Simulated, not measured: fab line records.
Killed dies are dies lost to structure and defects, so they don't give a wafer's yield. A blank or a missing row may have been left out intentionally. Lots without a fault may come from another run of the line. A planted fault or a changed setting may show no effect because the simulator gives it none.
Split-lot trial	flow sky130	23 wafers read from 5 lots, route of 708 steps

THE SPLIT
At SKY_PWDE_IMPLANT_08, the setting energy-kev was moved away from the recipe's 150 on 9 of the 23 wafers read, by -5.2% to +3.7%. All remaining wafers had this setting at the recipe value.

The split's own step is where the reading is taken.

THE READING
In nm, at SKY_PWDE_IMPLANT_08: implant.rp-nm, which is the simulator's own figure and was read by no gauge. No usual value for it is given in the file. Here, 14 wafers ran the recipe; their average is 442.6 nm with a standard deviation of 7.4 nm.

wafer	tool, chamber at the split	energy-kev as run	against the recipe	implant.rp-nm, nm	against lot-mates on the recipe
L077.1	implanter-02, 0	150	recipe	447.4	-
L077.2	implanter-02, 0	150	recipe	447.4	-
L077.3	implanter-02, 0	150	recipe	447.4	-
L077.4	implanter-02, 0	153.4	+2.3%	455.4	+8.0
L077.6	implanter-02, 0	153.4	+2.3%	455.4	+8.0
L078.2	implanter-02, 0	155.6	+3.7%	444.5	+12.7
L078.3	implanter-02, 0	155.6	+3.7%	444.5	+12.7
L078.4	implanter-02, 0	150	recipe	431.8	-
L078.5	implanter-02, 0	150	recipe	431.8	-
L078.6	implanter-02, 0	150	recipe	431.8	-
L080.2	implanter-02, 0	150	recipe	452.7	-
L080.4	implanter-02, 0	150	recipe	452.7	-
L080.5	implanter-02, 0	150	recipe	452.7	-
L083.1	implanter-04, 0	150	recipe	442.5	-
L083.5	implanter-04, 0	150	recipe	442.5	-
L083.2	implanter-04, 0	142.2	-5.2%	424.4	-18.1
L083.3	implanter-04, 0	142.2	-5.2%	424.4	-18.1
L083.4	implanter-04, 0	142.2	-5.2%	424.4	-18.1
L084.1	implanter-03, 0	152.7	+1.8%	444.7	+6.2
L084.6	implanter-03, 0	152.7	+1.8%	444.7	+6.2
L084.2	implanter-03, 0	150	recipe	438.5	-
L084.3	implanter-03, 0	150	recipe	438.5	-
L084.4	implanter-03, 0	150	recipe	438.5	-

FIT RESULTS
A straight line over all 23 wafers: implant.rp-nm changes by +2.89 nm for each +1% of energy-kev; r = +0.71; the points scatter about the line by 7 nm.
The same after taking each lot's own level away (the mean of its wafers on the recipe; 23 wafers): +3.47 nm for each +1%; r = +1.00; scatter 0.089 nm.
On that fit, the largest move of energy-kev shifts the reading by 18 nm.
Measured against the standard deviation above, the lots' own levels, which go from 431.80 to 452.70 nm, span 2.8 times it.
So the lot-to-lot level blurs the effect unless lot-mates are compared.
Check: with one of the wafers moved furthest among these (-5.2%) left out of the fit, the line predicts -18 nm for it against its lot-mates. Against them it came out at -18.1 nm.

THE OTHER SPLITS THESE WAFERS WENT THROUGH
These wafers also went through other splits before the reading. Each is held against what the fit with the lots' levels taken away leaves over:
other split on the same wafers	wafers away from the commonest value	r with implant.rp-nm (lot level and that fit taken away)
SKY_FIELD_ISO_OXIDATION_01 temp-c	18	-0.55
SKY_FIELD_ISO_ETCH_15 time-s	10	-0.03
SKY_PWDE_COAT_02 spin-rpm	9	+0.09

THE WHOLE CHAIN: every reading that the file lists as answering this split, in the file's order
step	what it does	reading	change (the file's fit)	r (the file's)
SKY_PWDE_IMPLANT_08		implant.drp-nm (the simulator's own value, which no gauge read)	+0.386 nm for each +1% of the setting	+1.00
SKY_PWDE_IMPLANT_08		implant.rp-nm (the simulator's own value, which no gauge read)	+3.46 nm for each +1% of the setting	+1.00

THE FILE'S OWN FIT
implant.rp-nm changes by +3.46 nm for each +1% of energy-kev, r = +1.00.
